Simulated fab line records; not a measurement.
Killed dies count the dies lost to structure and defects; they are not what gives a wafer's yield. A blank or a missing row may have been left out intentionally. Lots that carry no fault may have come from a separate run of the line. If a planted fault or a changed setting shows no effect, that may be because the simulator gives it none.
Chamber matching | flow sfq_line | pecvd-02 running SFQ_TRILAYER_I6_DEP_PECVD_165: 3 sister chambers
The step deposits SiO2 from SiH4/N2O, time 111.11 s, target thk 500 nm. 15 wafers are shown with their chamber, then 7 later ones without.

== WAFERS WITH THEIR CHAMBER ==
wafer  | chamber | throttle_valve_pct (%) | heater_power_w (W)
L494.3 | 2       | 25.3                   | 77
L494.4 | 1       | 26.8                   | 80
L494.6 | 0       | 26.2                   | 113
L496.4 | 1       | 26.9                   | 78
L496.5 | 2       | 25.4                   | 87
L496.6 | 1       | 27.1                   | 82
L500.4 | 0       | 26.4                   | 110
L500.5 | 1       | 26.9                   | 80
L500.6 | 2       | 25.3                   | 84
L502.2 | 1       | 26.7                   | 77
L502.5 | 2       | 25.5                   | 88
L502.6 | 1       | 27.1                   | 80
L503.1 | 2       | 25.2                   | 76
L503.3 | 0       | 26.3                   | 117
L503.4 | 0       | 26.2                   | 99

SIGNATURES (averages over the wafers above)
reading            | chamber 0 | chamber 1 | chamber 2 | scatter within a chamber
throttle_valve_pct | 26.275    | 26.917    | 25.340    | 0.132
heater_power_w     | 109.75    | 79.50     | 82.40     | 5.16
Rule: distance of a wafer from a chamber = root of the sum over the readings of ((wafer's reading minus chamber's mean) / reading's scatter) squared. If the next closest chamber is less than 2 further off than the closest, the wafer can't be placed; otherwise it belongs to the closest. The scatter is the square root of a quotient: the sum, over the shown wafers, of each reading's squared deviation from its chamber's mean, divided by wafers minus chambers.

== WAFERS WITHOUT THEIR CHAMBER ==
wafer  | throttle_valve_pct (%) | heater_power_w (W)
L509.1 | 27.0                   | 81
L509.3 | 26.4                   | 109
L511.1 | 26.9                   | 69
L511.3 | 26.1                   | 97
L514.2 | 25.4                   | 87
L514.3 | 27.1                   | 70
L514.4 | 26.8                   | 75

== WHICH CHAMBER EACH ONE RAN IN ==
wafer  | from the rows above | in truth
L509.1 | 1                   | 1
L509.3 | 0                   | 0
L511.1 | 1                   | 1
L511.3 | 0                   | 0
L514.2 | 2                   | 2
L514.3 | 1                   | 1
L514.4 | 1                   | 1
Placed correctly: 7 of 7. From these rows, 0 cannot be placed. 0 placed wrongly.
